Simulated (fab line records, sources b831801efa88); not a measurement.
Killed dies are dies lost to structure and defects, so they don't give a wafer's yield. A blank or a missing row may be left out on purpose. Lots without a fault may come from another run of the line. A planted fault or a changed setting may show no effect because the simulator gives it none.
fab line records | flow gf180mcu
record lots=24 wafers=72 last_day=34
route steps=602 shown V3@452 M4@458 V4@490 MIM@505
lots that met no fault: from a run of the same line without faults
start_h: hours from the record's first day to the start of the lot's first wafer shown | wait_h: hours since the lot's step before | " the same as in the row above | L1.1+2: a row that stands for several wafers | - no value, or no start given | * or withheld: withheld | < > ~ a bound
route shown NAME@n: a module of which the file shows steps, and the number in the route of the first | usual: mean/standard deviation of fault-free wafers | same: alike in all rows | chamber/n: place in a boat | sites: the reading at each site | _std_site: their standard deviation | _edge_site: outer sites' mean less inner sites' | radius_mm: how far each site lies from the wafer's centre | mask NAME#n: copy n | behind: the tool/chamber that last shaped the wafer | hold: why the lot was held/for how many hours/how that ended | device: the transistor (n, p or np) that didn't switch | end of line: the same wafers' tests at the end of the route | a step without rows: its recipe alone | killed: dies lost to structure and defects at the first sort, not the wafer's yield | map: a wafer's dies, x killed, . not, _ none there
set.NAME: the setting as run; set.NAME@STEP: as run at that earlier step | model.NAME: the simulator's own value behind a step, which no gauge read
steps of the route over a sample of lots; a table a step, a row a wafer
services: from which hour (start_h, from the record's first day; less than 0 if before it) a tool's chamber was out of use, for how many hours, and why
## steps
# step GF_V3_CVD_23
# recipe material=W target_thk_nm=350 time_s=104.9 temp_c=400 pressure_torr=40
# usual heater_power_outer_w=499/58 heater_power_w=810/67
# columns lot.wafer tool chamber start_h wait_h heater_power_outer_w heater_power_w
L074.2 cvd_w-01 0 504.81 0.0 579 918
L074.4 " 1 " " 501 798
L074.6 " 1 " " 490 775
L075.2 cvd_w-02 1 520.27 0.0 436 753
L075.3 " 1 " " 436 767
L075.6 " 1 " " 429 765
L076.1 cvd_w-02 0 522.32 0.0 462 753
L076.2 " 1 " " 436 761
L076.5 " 1 " " 451 770
L077.1 cvd_w-02 1 533.60 0.0 447 747
L077.4 " 0 " " 472 741
L077.6 " 0 " " 445 755
L078.3 cvd_w-02 1 545.10 0.1 439 751
L078.4 " 0 " " 443 770
L078.6 " 0 " " 452 774
L079.3 cvd_w-01 0 554.27 0.1 576 918
L079.5 " 0 " " 580 935
L079.6 " 1 " " 497 793
L080.3 cvd_w-02 1 559.15 0.1 437 762
L080.4 " 0 " " 454 771
L080.6 " 0 " " 458 763
L081.2 cvd_w-02 0 574.91 0.0 464 769
L081.5 " 0 " " 465 782
L081.6 " 1 " " 436 761
L082.1 cvd_w-01 0 575.10 0.0 590 942
L082.2 " 1 " " 508 795
L082.5 " 1 " " 489 780
L083.2 cvd_w-02 0 589.01 0.0 465 775
L083.3 " 0 " " 462 750
L083.4 " 1 " " 429 743
L084.1 cvd_w-02 0 595.81 0.0 457 776
L084.3 " 1 " " 446 758
L084.5 " 1 " " 449 767
L085.1 cvd_w-02 1 609.16 0.0 445 764
L085.2 " 0 " " 474 773
L085.5 " 0 " " 458 775
L086.3 cvd_w-02 0 610.26 0.1 468 749
L086.4 " 1 " " 444 761
L086.5 " 0 " " 460 758
L087.1 cvd_w-01 0 623.42 0.0 612 920
L087.3 " 1 " " 503 792
L087.5 " 1 " " 498 818
L088.1 cvd_w-01 1 630.86 0.0 490 787
L088.4 " 0 " " 584 938
L088.6 " 0 " " 583 914
L089.1 cvd_w-01 0 640.54 0.0 595 922
L089.5 " 0 " " 590 914
L089.6 " 1 " " 508 795
L090.2 cvd_w-01 0 654.37 0.0 588 938
L090.3 " 0 " " 592 934
L090.5 " 1 " " 492 801
L091.2 cvd_w-01 0 662.71 0.0 602 909
L091.4 " 1 " " 492 802
L091.6 " 0 " " 587 934
L092.2 cvd_w-01 1 669.34 0.0 503 797
L092.4 " 0 " " 605 907
L092.6 " 0 " " 572 919
L093.3 cvd_w-02 0 670.69 0.1 473 776
L093.4 " 1 " " 451 780
L093.6 " 0 " " 461 781
L094.2 cvd_w-01 1 674.95 0.0 496 799
L094.4 " 1 " " 511 781
L094.5 " 1 " " 515 821
L095.1 cvd_w-01 0 677.72 0.0 594 927
L095.2 " 1 " " 490 788
L095.3 " 0 " " 595 918
L096.4 cvd_w-02 0 684.96 0.1 465 776
L096.5 " 1 " " 450 776
L096.6 " 0 " " 467 782
L097.1 cvd_w-01 1 693.26 0.0 516 803
L097.3 " 1 " " 509 795
L097.5 " 0 " " 594 907
# step GF_M4_SPUTTER_02
# recipe material=AlCu target_thk_nm=450 power_w=10600 time_s=23.9 chamber_pressure_pa=0.4
# usual throttle_valve_pct=29.4/1.1
# columns lot.wafer tool chamber start_h wait_h throttle_valve_pct
L074.2 pvd_sputter-03 - 505.53 0.0 30.2
L074.4 " - " " 30.1
L074.6 " - " " 30.4
L075.2 pvd_sputter-04 - 521.00 0.0 28.6
L075.3 " - " " 31.0
L075.6 " - " " 30.8
L076.1 pvd_sputter-02 - 523.04 0.0 29.1
L076.2 " - " " 29.6
L076.5 " - " " 28.2
L077.1 pvd_sputter-02 - 534.33 0.0 27.8
L077.4 " - " " 29.3
L077.6 " - " " 30.3
L078.3 pvd_sputter-03 - 545.79 0.0 30.6
L078.4 " - " " 30.4
L078.6 " - " " 30.0
L079.3 pvd_sputter-03 - 554.96 0.0 30.3
L079.5 " - " " 30.1
L079.6 " - " " 30.1
L080.3 pvd_sputter-04 - 559.83 0.0 30.9
L080.4 " - " " 27.6
L080.6 " - " " 28.8
L081.2 pvd_sputter-04 - 575.64 0.0 28.5
L081.5 " - " " 28.3
L081.6 " - " " 27.9
L082.1 pvd_sputter-02 - 575.94 0.0 29.1
L082.2 " - " " 29.5
L082.5 " - " " 30.1
L083.2 pvd_sputter-02 - 589.73 0.0 29.0
L083.3 " - " " 29.4
L083.4 " - " " 27.6
L084.1 pvd_sputter-02 - 596.53 0.0 30.1
L084.3 " - " " 29.5
L084.5 " - " " 29.1
L085.1 pvd_sputter-03 - 609.88 0.0 30.2
L085.2 " - " " 30.4
L085.5 " - " " 29.9
L086.3 pvd_sputter-02 - 610.95 0.0 29.4
L086.4 " - " " 27.8
L086.5 " - " " 29.6
L087.1 pvd_sputter-03 - 624.14 0.0 30.0
L087.3 " - " " 30.0
L087.5 " - " " 30.4
L088.1 pvd_sputter-03 - 631.58 0.0 30.0
L088.4 " - " " 30.2
L088.6 " - " " 30.1
L089.1 pvd_sputter-04 - 641.26 0.0 28.5
L089.5 " - " " 31.1
L089.6 " - " " 27.6
L090.2 pvd_sputter-04 - 655.09 0.0 28.5
L090.3 " - " " 31.3
L090.5 " - " " 28.6
L091.2 pvd_sputter-02 - 663.43 0.0 29.1
L091.4 " - " " 29.1
L091.6 " - " " 30.0
L092.2 pvd_sputter-03 - 670.06 0.0 30.2
L092.4 " - " " 30.1
L092.6 " - " " 30.2
L093.3 pvd_sputter-02 - 671.37 0.0 27.8
L093.4 " - " " 29.2
L093.6 " - " " 29.5
L094.2 pvd_sputter-04 - 675.69 0.0 28.5
L094.4 " - " " 28.6
L094.5 " - " " 31.5
L095.1 pvd_sputter-04 - 678.44 0.0 28.8
L095.2 " - " " 28.7
L095.3 " - " " 31.0
L096.4 pvd_sputter-04 - 685.64 0.0 28.3
L096.5 " - " " 27.7
L096.6 " - " " 28.3
L097.1 pvd_sputter-04 - 694.22 0.0 27.8
L097.3 " - " " 31.1
L097.5 " - " " 30.9
# step GF_V4_CD_MEAS_14
# recipe target_cd_nm=260
# usual cd_nm=260.2/1.3
# columns lot.wafer tool chamber start_h wait_h cd_nm
L074.2 cd_sem-02 - 551.53 0.1 260.8
L074.4 " - " " 260.3
L074.6 " - " " 258.7
L075.2 cd_sem-01 - 566.68 0.1 260.7
L075.3 " - " " 260.7
L075.6 " - " " 261.1
L076.1 cd_sem-01 - 568.79 0.1 262.9
L076.2 " - " " 263.2
L076.5 " - " " 262.5
L077.1 cd_sem-02 - 580.41 0.1 261.1
L077.4 " - " " 261.0
L077.6 " - " " 260.4
L078.3 cd_sem-02 - 589.80 0.1 259.6
L078.4 " - " " 259.5
L078.6 " - " " 259.7
L079.3 cd_sem-02 - 600.00 0.1 259.6
L079.5 " - " " 261.1
L079.6 " - " " 260.2
L080.3 cd_sem-01 - 603.83 0.1 258.8
L080.4 " - " " 259.0
L080.6 " - " " 259.8
L081.2 cd_sem-01 - 618.98 0.1 260.7
L081.5 " - " " 261.7
L081.6 " - " " 262.1
L082.1 cd_sem-02 - 619.56 0.1 261.0
L082.2 " - " " 260.4
L082.5 " - " " 261.0
L083.2 cd_sem-02 - 633.46 0.1 259.8
L083.3 " - " " 259.5
L083.4 " - " " 259.3
L084.1 cd_sem-02 - 638.34 0.1 259.4
L084.3 " - " " 261.6
L084.5 " - " " 259.2
L085.1 cd_sem-02 - 651.21 0.1 262.0
L085.2 " - " " 261.0
L085.5 " - " " 260.9
L086.3 cd_sem-01 - 651.93 0.1 259.2
L086.4 " - " " 259.6
L086.5 " - " " 259.1
L087.1 cd_sem-02 - 664.26 0.1 260.5
L087.3 " - " " 261.0
L087.5 " - " " 260.3
L088.1 cd_sem-02 - 670.29 0.1 259.2
L088.4 " - " " 259.8
L088.6 " - " " 260.9
L089.1 cd_sem-01 - 681.26 0.1 261.6
L089.5 " - " " 261.4
L089.6 " - " " 262.1
L090.2 cd_sem-02 - 693.88 0.1 259.3
L090.3 " - " " 260.5
L090.5 " - " " 260.4
L091.2 cd_sem-02 - 703.01 0.1 258.1
L091.4 " - " " 259.1
L091.6 " - " " 258.8
L092.2 cd_sem-02 - 708.08 0.1 260.4
L092.4 " - " " 259.6
L092.6 " - " " 260.1
L093.3 cd_sem-01 - 710.60 0.1 259.2
L093.4 " - " " 259.0
L093.6 " - " " 261.0
L094.2 cd_sem-01 - 713.38 0.1 261.4
L094.4 " - " " 260.4
L094.5 " - " " 261.6
L095.1 cd_sem-01 - 716.29 0.1 261.2
L095.2 " - " " 262.2
L095.3 " - " " 262.3
L096.4 cd_sem-01 - 722.72 0.1 258.5
L096.5 " - " " 258.5
L096.6 " - " " 256.9
L097.1 cd_sem-01 - 731.84 0.1 259.3
L097.3 " - " " 258.7
L097.5 " - " " 257.7
# step GF_V4_SPUTTER_21
# recipe material=Ti target_thk_nm=15 chamber_pressure_pa=5 power_w=2500 substrate_temp_c=200 time_s=80.02
# usual throttle_valve_pct=29.7/1.1
# columns lot.wafer tool chamber start_h wait_h throttle_valve_pct
L074.2 pvd_sputter-04 - 552.36 0.0 28.4
L074.4 " - " " 31.2
L074.6 " - " " 28.0
L075.2 pvd_sputter-01 - 567.49 0.0 31.3
L075.3 " - " " 28.4
L075.6 " - " " 28.6
L076.1 pvd_sputter-01 - 569.62 0.0 28.4
L076.2 " - " " 29.1
L076.5 " - " " 29.0
L077.1 pvd_sputter-01 - 581.27 0.0 28.9
L077.4 " - " " 29.1
L077.6 " - " " 29.2
L078.3 pvd_sputter-03 - 590.58 0.0 30.2
L078.4 " - " " 30.3
L078.6 " - " " 30.5
L079.3 pvd_sputter-01 - 601.06 0.0 28.4
L079.5 " - " " 30.7
L079.6 " - " " 29.0
L080.3 pvd_sputter-03 - 604.88 0.0 30.2
L080.4 " - " " 30.0
L080.6 " - " " 30.1
L081.2 pvd_sputter-03 - 619.81 0.0 30.1
L081.5 " - " " 29.9
L081.6 " - " " 30.6
L082.1 pvd_sputter-01 - 620.41 0.0 30.8
L082.2 " - " " 30.8
L082.5 " - " " 31.2
L083.2 pvd_sputter-04 - 634.26 0.0 31.0
L083.3 " - " " 28.7
L083.4 " - " " 28.7
L084.1 pvd_sputter-03 - 639.16 0.0 30.2
L084.3 " - " " 30.2
L084.5 " - " " 30.5
L085.1 pvd_sputter-01 - 652.03 0.0 30.4
L085.2 " - " " 31.1
L085.5 " - " " 29.0
L086.3 pvd_sputter-03 - 652.71 0.0 30.3
L086.4 " - " " 29.9
L086.5 " - " " 30.5
L087.1 pvd_sputter-04 - 665.14 0.0 28.6
L087.3 " - " " 28.4
L087.5 " - " " 28.5
L088.1 pvd_sputter-04 - 671.12 0.0 28.3
L088.4 " - " " 28.7
L088.6 " - " " 28.6
L089.1 pvd_sputter-01 - 682.11 0.0 30.8
L089.5 " - " " 30.3
L089.6 " - " " 29.0
L090.2 pvd_sputter-01 - 694.69 0.0 30.7
L090.3 " - " " 29.0
L090.5 " - " " 29.1
L091.2 pvd_sputter-04 - 703.82 0.0 28.0
L091.4 " - " " 28.7
L091.6 " - " " 31.3
L092.2 pvd_sputter-01 - 708.88 0.0 31.0
L092.4 " - " " 29.1
L092.6 " - " " 30.9
L093.3 pvd_sputter-01 - 711.41 0.0 28.3
L093.4 " - " " 28.8
L093.6 " - " " 31.0
L094.2 pvd_sputter-01 - 714.18 0.0 30.6
L094.4 " - " " 28.5
L094.5 " - " " 30.6
L095.1 pvd_sputter-04 - 717.11 0.0 30.8
L095.2 " - " " 28.6
L095.3 " - " " 27.9
L096.4 pvd_sputter-01 - 723.48 0.0 30.8
L096.5 " - " " 29.0
L096.6 " - " " 30.5
L097.1 pvd_sputter-04 - 732.66 0.0 28.7
L097.3 " - " " 27.9
L097.5 " - " " 28.0
# step GF_V4_CMP_26
# recipe stop_on=SiO2 down_force_psi=3.5 platen_rpm=60 t_overpolish_s=15 target_thk_nm=0 pad_velocity_m_s=0.94248
# usual edge_zone_pressure_frac=1.001/0.0049 motor_current_A=11.1/0.82 overpolish_run_s=15.000/0.0092 time_to_endpoint_s=83/3.6
# same t_overpolish_s=15
# columns lot.wafer tool chamber start_h wait_h edge_zone_pressure_frac motor_current_A overpolish_run_s time_to_endpoint_s
L074.4 cmp-02 1 552.86 0.1 0.996 9.4 14.999 84
L074.2 " 2 " " 0.995 10.7 14.995 88
L074.6 " 3 " " 0.998 12.3 14.996 82
L075.3 cmp-02 1 567.88 0.0 0.997 9.4 14.997 83
L075.2 " 0 " " 0.999 11.7 15.011 83
L075.6 " 1 " " 1.004 9.2 14.999 78
L076.1 cmp-01 2 570.06 0.1 0.998 11.0 14.998 77
L076.2 " 3 " " 1.000 10.7 15.011 81
L076.5 " 1 " " 0.993 11.5 14.996 80
L077.1 cmp-02 0 581.66 0.1 0.995 12.1 14.993 82
L077.4 " 3 " " 1.005 11.0 14.991 79
L077.6 " 1 " " 1.000 10.2 15.002 84
L078.4 cmp-02 0 591.02 0.1 1.004 11.5 14.982 86
L078.3 " 2 " " 0.995 10.7 15.012 85
L078.6 " 3 " " 1.002 12.4 14.994 84
L079.3 cmp-01 2 601.60 0.2 0.987 11.7 14.994 78
L079.6 " 3 " " 1.005 11.2 14.999 79
L079.5 " 0 " " 1.004 11.2 15.001 84
L080.3 cmp-01 2 605.33 0.1 1.003 11.3 14.994 79
L080.4 " 0 " " 1.008 10.4 14.993 86
L080.6 " 2 " " 0.997 10.6 15.011 81
L081.2 cmp-02 0 620.21 0.0 1.001 11.8 15.007 81
L081.6 " 0 " " 0.995 12.1 15.006 83
L081.5 " 1 " " 0.997 9.8 14.996 81
L082.2 cmp-01 1 620.86 0.1 1.000 10.5 15.004 80
L082.1 " 2 " " 1.008 10.9 14.997 80
L082.5 " 1 " " 0.996 11.5 14.988 82
L083.2 cmp-02 0 634.81 0.2 1.005 12.1 14.997 84
L083.3 " 1 " " 1.008 9.4 14.990 79
L083.4 " 3 " " 1.003 11.7 15.009 77
L084.1 cmp-02 3 639.60 0.1 0.998 11.6 15.012 81
L084.3 " 0 " " 0.999 11.9 15.017 83
L084.5 " 2 " " 1.004 11.2 14.999 84
L085.2 cmp-02 2 652.42 0.0 1.004 11.1 15.005 83
L085.1 " 3 " " 1.004 13.0 15.000 84
L085.5 " 3 " " 1.000 11.8 15.006 81
L086.3 cmp-01 3 653.20 0.1 0.994 10.3 15.013 81
L086.4 " 0 " " 1.002 11.5 15.009 87
L086.5 " 2 " " 1.004 10.6 15.001 79
L087.3 cmp-01 3 665.54 0.0 0.999 10.7 14.997 81
L087.1 " 2 " " 1.007 11.3 15.012 81
L087.5 " 0 " " 1.008 11.0 15.002 87
L088.1 cmp-02 3 671.51 0.1 1.009 11.9 15.002 83
L088.4 " 1 " " 0.998 9.8 15.001 86
L088.6 " 0 " " 0.990 12.1 15.018 86
L089.1 cmp-01 2 682.60 0.1 1.006 11.5 14.986 81
L089.5 " 0 " " 1.000 11.0 15.002 87
L089.6 " 1 " " 1.003 10.9 15.011 83
L090.2 cmp-02 3 695.34 0.3 0.992 12.2 14.989 85
L090.3 " 0 " " 0.995 11.4 15.002 86
L090.5 " 0 " " 0.997 12.0 15.005 88
L091.2 cmp-02 0 704.21 0.0 1.003 11.9 15.014 85
L091.4 " 1 " " 1.001 9.8 15.005 85
L091.6 " 1 " " 0.998 9.4 15.013 83
L092.2 cmp-01 1 709.32 0.1 1.009 11.1 14.999 75
L092.4 " 2 " " 1.001 11.2 15.005 78
L092.6 " 0 " " 1.001 11.6 15.013 86
L093.4 cmp-02 0 711.91 0.1 1.004 12.2 14.986 82
L093.3 " 1 " " 0.994 10.2 15.001 83
L093.6 " 2 " " 1.008 11.2 15.001 85
L094.2 cmp-01 0 714.67 0.1 0.996 11.2 14.992 86
L094.4 " 1 " " 0.997 10.3 14.988 80
L094.5 " 3 " " 1.003 11.2 14.983 80
L095.3 cmp-01 3 717.56 0.1 1.000 11.2 15.001 85
L095.1 " 0 " " 1.010 10.9 15.026 90
L095.2 " 1 " " 0.998 11.8 14.998 83
L096.4 cmp-02 0 723.87 0.0 0.997 12.2 15.015 90
L096.6 " 0 " " 0.999 12.0 15.005 88
L096.5 " 1 " " 0.999 9.5 15.013 88
L097.1 cmp-02 1 733.05 0.1 1.006 9.4 14.996 86
L097.3 " 0 " " 0.998 11.8 15.008 85
L097.5 " 1 " " 1.003 9.4 15.014 86
# step GF_MIM_SPUTTER_02
# recipe material=AlCu target_thk_nm=450 power_w=10600 time_s=23.9 chamber_pressure_pa=0.4113
# usual throttle_valve_pct=29.5/1.1
# columns lot.wafer tool chamber start_h wait_h throttle_valve_pct
L074.2 pvd_sputter-02 - 553.19 0.0 29.4
L074.4 " - " " 27.9
L074.6 " - " " 29.2
L075.2 pvd_sputter-02 - 568.31 0.0 30.2
L075.3 " - " " 29.5
L075.6 " - " " 30.0
L076.1 pvd_sputter-02 - 570.44 0.0 29.3
L076.2 " - " " 30.0
L076.5 " - " " 28.1
L077.1 pvd_sputter-01 - 582.09 0.0 29.2
L077.4 " - " " 28.9
L077.6 " - " " 30.8
L078.3 pvd_sputter-04 - 591.41 0.0 31.2
L078.4 " - " " 28.4
L078.6 " - " " 27.8
L079.3 pvd_sputter-04 - 601.88 0.0 28.5
L079.5 " - " " 28.7
L079.6 " - " " 28.6
L080.3 pvd_sputter-01 - 605.71 0.0 28.5
L080.4 " - " " 31.0
L080.6 " - " " 28.7
L081.2 pvd_sputter-02 - 620.64 0.0 29.3
L081.5 " - " " 29.7
L081.6 " - " " 30.0
L082.1 pvd_sputter-01 - 621.24 0.0 30.9
L082.2 " - " " 29.1
L082.5 " - " " 30.7
L083.2 pvd_sputter-01 - 635.24 0.0 30.5
L083.3 " - " " 31.2
L083.4 " - " " 28.6
L084.1 pvd_sputter-04 - 639.98 0.0 28.6
L084.3 " - " " 27.9
L084.5 " - " " 31.2
L085.1 pvd_sputter-01 - 652.85 0.0 31.3
L085.2 " - " " 29.0
L085.5 " - " " 31.2
L086.3 pvd_sputter-01 - 653.53 0.0 28.9
L086.4 " - " " 30.9
L086.5 " - " " 31.2
L087.1 pvd_sputter-01 - 665.97 0.0 29.1
L087.3 " - " " 30.9
L087.5 " - " " 31.0
L088.1 pvd_sputter-01 - 671.94 0.0 29.0
L088.4 " - " " 30.8
L088.6 " - " " 30.7
L089.1 pvd_sputter-01 - 682.94 0.0 28.6
L089.5 " - " " 30.6
L089.6 " - " " 29.1
L090.2 pvd_sputter-04 - 695.77 0.0 28.8
L090.3 " - " " 31.1
L090.5 " - " " 30.9
L091.2 pvd_sputter-02 - 704.64 0.0 30.1
L091.4 " - " " 29.0
L091.6 " - " " 27.7
L092.2 pvd_sputter-02 - 709.70 0.0 30.3
L092.4 " - " " 29.3
L092.6 " - " " 30.3
L093.3 pvd_sputter-01 - 712.26 0.0 29.2
L093.4 " - " " 30.9
L093.6 " - " " 31.0
L094.2 pvd_sputter-04 - 715.00 0.0 28.5
L094.4 " - " " 28.5
L094.5 " - " " 27.7
L095.1 pvd_sputter-01 - 717.94 0.0 28.7
L095.2 " - " " 31.0
L095.3 " - " " 28.6
L096.4 pvd_sputter-02 - 724.30 0.0 30.0
L096.5 " - " " 29.5
L096.6 " - " " 30.1
L097.1 pvd_sputter-02 - 733.48 0.0 30.3
L097.3 " - " " 29.4
L097.5 " - " " 29.2
## services
# columns tool chamber start_h hours kind
cvd_w-02 1 481.47 18.2 repair
pvd_sputter-02 - 499.35 1.5 repair
pvd_sputter-01 - 515.26 2.6 repair
cvd_w-02 - 546.93 6.0 pm
cmp-01 - 549.98 8.9 pm
pvd_sputter-04 - 552.83 0.6 repair
cmp-01 - 572.00 4.0 pm
pvd_sputter-04 - 579.72 5.8 repair
cvd_w-01 - 581.31 14.6 pm
cmp-02 - 587.50 1.1 repair
cmp-02 - 602.02 6.0 pm
cvd_w-02 - 607.56 0.8 repair
pvd_sputter-01 - 608.71 7.4 repair
pvd_sputter-04 - 618.03 2.0 repair
cmp-01 - 627.92 12.9 pm
cmp-02 - 641.93 0.5 repair
pvd_sputter-01 - 647.86 1.0 repair
cmp-02 - 654.31 5.0 repair
cvd_w-02 - 662.66 1.0 repair
pvd_sputter-02 - 666.11 0.9 repair
pvd_sputter-01 - 666.15 2.7 repair
pvd_sputter-02 - 697.17 0.5 repair
pvd_sputter-03 - 723.26 16.2 repair
cvd_w-02 - 724.80 2.8 pm
## key
fault none
